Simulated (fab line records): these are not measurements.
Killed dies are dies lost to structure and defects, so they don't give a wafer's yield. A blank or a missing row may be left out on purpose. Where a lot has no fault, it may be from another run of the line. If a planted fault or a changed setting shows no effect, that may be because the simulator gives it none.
Which tool is to blame? | flow sky130 | 12 lots, 36 wafers sampled, at 4 steps of a route of 708

## WHAT THE GAUGES READ, wafer by wafer
SKY_CAPM_THK_MEAS_04: measures by xrf. Usual: for CAPM_TIN_THK the level is 201.9 nm and the standard deviation is 3.
lot  | measured     | on            | CAPM_TIN_THK (nm) | flag
L657 | day 36 12:29 | film_metro-03 | 201.5 196.2 202.6 |
L659 | day 37 02:30 | film_metro-03 | 205.0 198.8 204.6 |
L660 | day 37 08:38 | film_metro-03 | 198.1 205.3 203.6 |
L667 | day 39 19:29 | film_metro-01 | 197.4 198.2 197.8 |
L669 | day 40 18:27 | film_metro-02 | 201.1 198.6 201.2 |
L671 | day 41 13:56 | film_metro-01 | 201.9 202.9 202.0 |
L674 | day 41 20:05 | film_metro-02 | 204.0 204.2 202.3 |
L675 | day 41 23:04 | film_metro-01 | 195.8 195.9 200.1 |
L676 | day 42 05:10 | film_metro-03 | 203.2 205.0 203.8 |
L677 | day 42 05:36 | film_metro-02 | 199.6 206.1 203.7 |
L678 | day 42 21:40 | film_metro-01 | 201.4 202.8 203.7 |
L679 | day 43 04:30 | film_metro-03 | 204.0 205.6 204.6 |

## WHICH TOOL RAN EACH LOT (tool, then ch and the chambers of the sampled wafers, then the start)
lot  | SKY_METAL2_ETCH_18                | SKY_VIA2_SPUTTER_20          | SKY_CAPM_SPUTTER_02
L657 | rie_metal-04 ch 0,1, day 35 07:32 | pvd_sputter-04, day 36 11:20 | pvd_sputter-02, day 36 12:14
L659 | rie_metal-01 ch 0, day 35 21:40   | pvd_sputter-04, day 37 01:20 | pvd_sputter-02, day 37 02:16
L660 | rie_metal-01 ch 0, day 36 03:38   | pvd_sputter-04, day 37 07:29 | pvd_sputter-02, day 37 08:24
L667 | rie_metal-02 ch 0,1, day 38 15:43 | pvd_sputter-03, day 39 18:20 | pvd_sputter-01, day 39 19:15
L669 | rie_metal-01 ch 0,1, day 39 14:05 | pvd_sputter-02, day 40 17:19 | pvd_sputter-02, day 40 18:13
L671 | rie_metal-02 ch 0,1, day 40 10:20 | pvd_sputter-02, day 41 12:47 | pvd_sputter-02, day 41 13:42
L674 | rie_metal-02 ch 0,1, day 40 16:22 | pvd_sputter-03, day 41 18:57 | pvd_sputter-01, day 41 19:52
L675 | rie_metal-02 ch 0,1, day 40 19:56 | pvd_sputter-04, day 41 21:52 | pvd_sputter-02, day 41 22:50
L676 | rie_metal-02 ch 0,1, day 41 01:40 | pvd_sputter-03, day 42 04:02 | pvd_sputter-01, day 42 04:56
L677 | rie_metal-04 ch 0,1, day 41 01:47 | pvd_sputter-04, day 42 04:28 | pvd_sputter-02, day 42 05:22
L678 | rie_metal-04 ch 0,1, day 41 18:53 | pvd_sputter-03, day 42 20:32 | pvd_sputter-02, day 42 21:26
L679 | rie_metal-02 ch 0,1, day 42 02:10 | pvd_sputter-03, day 43 03:20 | pvd_sputter-02, day 43 04:15
- SKY_METAL2_ETCH_18: etches BARC in N2/H2, stops on SiO2, time 45.9 s, target depth 60 nm.
- SKY_VIA2_SPUTTER_20: material TiN, target thk 20 nm, time 80 s.
- SKY_CAPM_SPUTTER_02: material TiN, target thk 200 nm, time 166.7 s.

## WHAT THE TOOLS THEMSELVES READ (means of the sampled wafers that have a number; where no wafer has one, the mark that the record gives instead)
SKY_METAL2_ETCH_18. Usual: drypump_motor_current_A 5.9 A, standard deviation 0.39; oes_product_au 0.854 a.u., standard deviation 0.004; throttle_valve_pct 13.226 %, standard deviation 0.0086.
lot  | tool         | drypump_motor_current_A (A) | oes_product_au (a.u.) | throttle_valve_pct (%) | flag
L657 | rie_metal-04 | 6.1                         | 0.857                 | 13.220                 |
L659 | rie_metal-01 | 5.6                         | 0.852                 | 13.226                 |
L660 | rie_metal-01 | 5.6                         | 0.855                 | 13.226                 |
L667 | rie_metal-02 | 5.6                         | 0.851                 | 13.239                 |
L669 | rie_metal-01 | 5.7                         | 0.854                 | 13.222                 |
L671 | rie_metal-02 | 5.6                         | 0.854                 | 13.224                 |
L674 | rie_metal-02 | 6.0                         | 0.852                 | 13.219                 |
L675 | rie_metal-02 | 5.6                         | 0.855                 | 13.222                 |
L676 | rie_metal-02 | 5.6                         | 0.857                 | 13.228                 |
L677 | rie_metal-04 | 6.1                         | 0.852                 | 13.231                 |
L678 | rie_metal-04 | 6.1                         | 0.853                 | 13.223                 |
L679 | rie_metal-02 | 5.6                         | 0.855                 | 13.236                 |

SKY_VIA2_SPUTTER_20. Usual: cathode_dc_power_W 4000.0 W, standard deviation 0.67; throttle_valve_pct 30.0 %, standard deviation 0.99.
lot  | tool           | cathode_dc_power_W (W) | throttle_valve_pct (%) | flag
L657 | pvd_sputter-04 | 4000.0                 | 29.6                   |
L659 | pvd_sputter-04 | 3999.4                 | 28.9                   |
L660 | pvd_sputter-04 | 4000.1                 | 29.8                   |
L667 | pvd_sputter-03 | 3999.9                 | 30.0                   |
L669 | pvd_sputter-02 | 3999.8                 | 30.2                   |
L671 | pvd_sputter-02 | 4039.4                 | 30.0                   | OFF
L674 | pvd_sputter-03 | 3999.9                 | 31.2                   |
L675 | pvd_sputter-04 | 4000.4                 | 29.5                   |
L676 | pvd_sputter-03 | 3999.8                 | 30.7                   |
L677 | pvd_sputter-04 | 3999.4                 | 29.7                   |
L678 | pvd_sputter-03 | 4000.9                 | 30.3                   |
L679 | pvd_sputter-03 | 4000.1                 | 30.4                   |

SKY_CAPM_SPUTTER_02. Usual: cathode_dc_power_W 6500.0 W, standard deviation 1.1; throttle_valve_pct 30.0 %, standard deviation 0.55.
lot  | tool           | cathode_dc_power_W (W) | throttle_valve_pct (%) | flag
L657 | pvd_sputter-02 | 6500.9                 | 30.2                   |
L659 | pvd_sputter-02 | 6500.1                 | 30.1                   |
L660 | pvd_sputter-02 | 6499.5                 | 30.1                   |
L667 | pvd_sputter-01 | 6498.6                 | 30.4                   |
L669 | pvd_sputter-02 | 6500.4                 | 29.9                   |
L671 | pvd_sputter-02 | 6499.8                 | 29.8                   |
L674 | pvd_sputter-01 | 6499.8                 | 30.2                   |
L675 | pvd_sputter-02 | 6499.7                 | 30.2                   |
L676 | pvd_sputter-01 | 6500.8                 | 29.6                   |
L677 | pvd_sputter-02 | 6500.2                 | 30.1                   |
L678 | pvd_sputter-02 | 6499.0                 | 30.0                   |
L679 | pvd_sputter-02 | 6500.2                 | 29.9                   |

## THE ANSWER, worked out from the rows above alone
Rule: a lot is off if the mean of its wafers that have a number lies more than 3 standard deviations from the usual mean. Also off: a lot with no number at a reading for which 4 or more lots have one. Where the step has rows for the other lots, those lots are counted as sound. The gauges are gone through in route order, then the tools' own readings, and for those a lot's mean is taken as printed above. The first step at which some lot is off is used, and at that step the reading that is off furthest; a lot without a number counts as furthest.
Off: L671, at SKY_VIA2_SPUTTER_20 (cathode_dc_power_W).
A tool fits if, at that step or a process step before it, it ran every lot that is off, and no sound lot after the first of them. One fits: SKY_VIA2_SPUTTER_20 on pvd_sputter-02. Its last sound lot is L669 (day 40 17:19), its first lot that is off L671 (day 41 12:47): a fault that began between those two fits.
The tool's own readings at SKY_VIA2_SPUTTER_20 bear it out: on the lots that are off they differ by more than 5 times the standard deviation of the sound lots' means. cathode_dc_power_W reads 4039.4 W there against 4000.0 W on the sound lots.

## WHAT THE SIMULATOR HAD PUT IN
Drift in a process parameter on pvd_sputter-02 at SKY_VIA2_SPUTTER_20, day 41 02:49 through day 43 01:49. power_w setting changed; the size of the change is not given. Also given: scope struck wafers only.
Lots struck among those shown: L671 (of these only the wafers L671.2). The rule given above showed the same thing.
